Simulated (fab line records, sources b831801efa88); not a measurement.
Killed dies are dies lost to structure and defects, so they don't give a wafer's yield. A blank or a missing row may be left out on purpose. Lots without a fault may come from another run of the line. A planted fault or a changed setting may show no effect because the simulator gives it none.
A struck lot beside a sound one | flow sfq_line | 14 steps out of a route of 325
Sound: wafers L173.1, L173.5, L173.6. Struck: wafer L181.6. (L181.1, L181.5 of the same lot were not struck and are left out.) The cause comes at the end.
At each step with rows: each side's tool, then ch and its chambers, then its first start. Under that, the readings that differ: sound wafers | struck wafers | difference of the means | sigmas: that difference in standard deviations of wafers without a fault.
alike: readings whose means differ by less than 2 such deviations, and words and numbers that are the same on both sides. not compared: withheld readings, readings that some wafer has no value for, bounds like >300 that may hide the same value, and numbers for which the record gives no deviation and whose values overlap.
The two part at a step that has a row with sigmas, a row that says differs or no value, or rows on one side only. Numbers that don't overlap but have no deviation are shown without sigmas and don't part them. A reading that every wafer of one side lacks parts them only if that side has two wafers or more.

SFQ_TRILAYER_R5_BARC_OPEN_METAL_ETCH_177: etches BARC in O2, target depth 125 nm, time 41.7 s.
  sound on rie_metal-04 ch 0,1, day 68 21:31; struck on rie_metal-01 ch 1, day 69 12:30
  alike: drypump_motor_current_A, oes_product_au
  not compared: rf_hours_counter_h
SFQ_TRILAYER_R5_ETCH_METAL_ETCH_139: etches the open film in Cl2, stops on SiO2, target depth 60 nm, time 40 s.
  sound on rie_metal-04 ch 0,1, day 68 21:34; struck on rie_metal-01 ch 1, day 69 12:37
  alike: drypump_motor_current_A, oes_product_au
  not compared: rf_hours_counter_h
SFQ_TRILAYER_R5_STRIP_STRIP_140: strips in O2.
  sound on rie_metal-04 ch 0,1, day 68 21:38; struck on rie_metal-01 ch 1, day 69 12:44
  alike: drypump_motor_current_A, oes_product_au
  not compared: rf_hours_counter_h
then, 1 step without rows for these wafers: SFQ_TRILAYER_R5_STRIP_SOLV_CLEAN_141 (cleans in NMP, time 600 s).
SFQ_TRILAYER_A5C_DEP_PECVD_142: deposits SiO2 from SiH4/N2O, time 15.556 s, target thk 70 nm.
  sound on pecvd-01 ch 1,2, day 68 22:24; struck on pecvd-01 ch 1, day 69 14:07
  alike: heater_power_w, throttle_valve_pct
then, 6 steps without rows for these wafers: SFQ_TRILAYER_I5_LITHO_COAT_149 (resist thk 62 nm); SFQ_TRILAYER_I5_LITHO_COAT_144 (resist thk 650 nm); SFQ_TRILAYER_I5_LITHO_SOFTBAKE_148; SFQ_TRILAYER_I5_LITHO_EXPOSE_145 (exposes mask I5, target cd 700 nm); SFQ_TRILAYER_I5_LITHO_PEB_147 (peb time 60 s); SFQ_TRILAYER_I5_LITHO_DEVELOP_146 (time 60 s).
-- the record jumps here: 4 days lie between the struck wafers' starts before and after --
SFQ_I5_OVL_MEAS_936:
  sound on overlay-02, day 72 21:59; struck on overlay-01, day 73 19:43
  alike: I5_OVL
SFQ_TRILAYER_I5_BARC_OPEN_VIA_ETCH_200: etches BARC in O2, target depth 125 nm, time 41.7 s.
  sound on rie_diel-04 ch 2,3, day 72 22:02; struck on rie_diel-04 ch 1, day 73 19:45
  reading                                             | sound           | struck | difference | sigmas
  model.KrF_of_TRILAYER_I5_LITHO_COAT_144.thk_nm (nm) | 577 572.9 572.1 | 560    | -14        |
  alike: drypump_motor_current_A, oes_product_au
  not compared: rf_hours_counter_h
SFQ_TRILAYER_I5_ETCH_VIA_ETCH_147: etches the open film in CHF3, stops on Nb, target depth 360 nm.
  sound on rie_diel-04 ch 2,3, day 72 22:04; struck on rie_diel-04 ch 1, day 73 19:47
  reading               | sound             | struck | difference | sigmas
  oes_product_au (a.u.) | 1.000 0.988 0.993 | 0.976  | -0.018     | -2
  alike: drypump_motor_current_A

WHERE THEY PART
Only at SFQ_TRILAYER_I5_ETCH_VIA_ETCH_147, within this record.

WHY: what the simulator had put in
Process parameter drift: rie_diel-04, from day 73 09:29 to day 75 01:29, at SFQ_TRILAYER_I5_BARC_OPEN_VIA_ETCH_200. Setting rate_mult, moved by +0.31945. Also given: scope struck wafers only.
